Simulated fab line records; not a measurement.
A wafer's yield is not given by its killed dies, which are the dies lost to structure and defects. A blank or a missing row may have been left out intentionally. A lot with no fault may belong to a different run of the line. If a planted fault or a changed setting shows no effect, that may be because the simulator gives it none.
A struck lot beside a sound one || flow sky130 || 15 steps out of a route of 708
Sound: wafers L838.2, L838.5, L838.6. Struck: wafer L847.6 (L847.1, L847.5, from the same lot, were not struck and are left out); the cause is given at the end.
Each step with rows lists, per side, the tool, then ch with its chambers, then its first start. Under that, the readings that differ: sound wafers || struck wafers || difference of the means || sigmas: that difference in standard deviations of wafers without a fault.
alike: readings with means less than 2 such deviations apart, plus words and numbers identical on both sides. not compared: withheld readings, readings lacking a value on some wafer, bounds such as >300 that could conceal the same value, and numbers that have no deviation in the record and whose values overlap.
Wherever a step has rows on one side only, a row that says differs or no value, or a row with sigmas, the two part there. Non-overlapping numbers with no deviation appear without sigmas and do not part them. Lack of a reading on every wafer of one side parts them only where that side has two or more wafers.

SKY_FIELD_ISO_ETCH_15: etches the open film in CHF3/O2, stops on Si, target depth 180 nm, time 72 s.
  sound on rie diel-04 ch 0,2,3, day 3 15:50; struck on rie diel-04 ch 3, day 5 15:01
  alike: drypump motor current A, oes product au, throttle valve pct
  not compared: rf hours counter h
SKY_FIELD_ISO_STRIP_16: strips in O2/N2.
  sound on plasma asher-01 ch 0,1, day 3 15:53; struck on plasma asher-02 ch 1, day 5 15:04
{"reading": "drypump motor current A (A)", "sound": "5.1 5.1 5.1", "struck": 6.1, "difference": "+1.0", "sigmas": "+3"}
  alike: oes product au, strip time to endpoint s
  not compared: rf hours counter h
SKY_FIELD_ISO_ETCH_17: etches Si in HBr/Cl2/O2, target depth 342 nm, time 97.7 s.
  sound on rie si-02 ch 0,3, day 3 15:59; struck on rie si-02 ch 2, day 5 15:10
  alike: drypump motor current A, oes product au, throttle valve pct
  not compared: rf hours counter h
then, 5 steps without rows for these wafers: SKY_FIELD_ISO_WET_ETCH_18 (etches Si3N4 in H3PO4, target depth 25 nm, time 286 s); SKY_FIELD_ISO_CLEAN_19 (cleans in SC1/SC2, time 150 s); SKY_FIELD_ISO_CLEAN_20 (cleans in dHF, time 20 s); SKY_FIELD_ISO_WET_ETCH_21 (etches SiO2 in dHF, target depth 20 nm, time 400 s); SKY_FIELD_ISO_OXIDATION_22 (stabilise 600 s, purge 300 s, target thk 10 nm).
SKY_FIELD_ISO_THK_MEAS_23:
  struck on film metro-02, day 5 16:41; sound on film metro-04, day 3 17:32
  alike: FIELD_ISO_OXIDATION_01_THK
then, 1 step without rows for these wafers: SKY_FIELD_ISO_CVD_24 (deposits SiO2, target thk 595 nm, time 99.2 s).
SKY_FIELD_ISO_THK_MEAS_25:
  struck on film metro-01, day 5 16:49; sound on film metro-04, day 3 17:40
  alike: FIELD_ISO_CVD_24_THK
then, 1 step without rows for these wafers: SKY_FIELD_ISO_ANNEAL_26 (time 1800 s).
SKY_FIELD_ISO_CMP_27: polishes, stops on Si3N4, t overpolish 16 s, target thk 457.8 nm.
  sound on cmp-01 ch 0,1, day 3 19:59; struck on cmp-01 ch 1, day 5 18:29
{"reading": "overpolish run s (s)", "sound": "15.996 16.006 16.014", "struck": 22.617, "difference": "+6.612", "sigmas": "+99 or more"}
{"reading": "t overpolish s (s)", "sound": "16 16 16", "struck": 22.629, "difference": "+6.629", "sigmas": ""}
{"reading": "time to endpoint s (s)", "sound": "108 109 110", "struck": 117, "difference": "+8", "sigmas": "+2"}
  alike: motor current A, retaining ring pressure frac
then, 1 step without rows for these wafers: SKY_FIELD_ISO_WET_ETCH_28 (etches SiO2 in dHF, target depth 23.7 nm, time 47 s).
-- record jumps: 44 days separate the struck wafers' starts on either side; left off in module FIELD_ISO, taken up again in module PAD_OPEN, whose first shown step is the route's number 708 --
SKY_PAD_OPEN_PROBE_99:
  struck on prober-02, day 49 22:22; sound on prober-02, day 47 08:37
  alike: killed_at_M0_to_M3, killed_at_M4_up, killed at contacts, killed at front end, killed at other, killed dies, killed on rim, killed open, killed short

WHERE THEY PART
Last at SKY_FIELD_ISO_CMP_27 as far as this record goes, first at SKY_FIELD_ISO_STRIP_16. Later steps at which nothing parts them and some readings are alike: SKY_PAD_OPEN_PROBE_99.

WHY: the cause the simulator had injected
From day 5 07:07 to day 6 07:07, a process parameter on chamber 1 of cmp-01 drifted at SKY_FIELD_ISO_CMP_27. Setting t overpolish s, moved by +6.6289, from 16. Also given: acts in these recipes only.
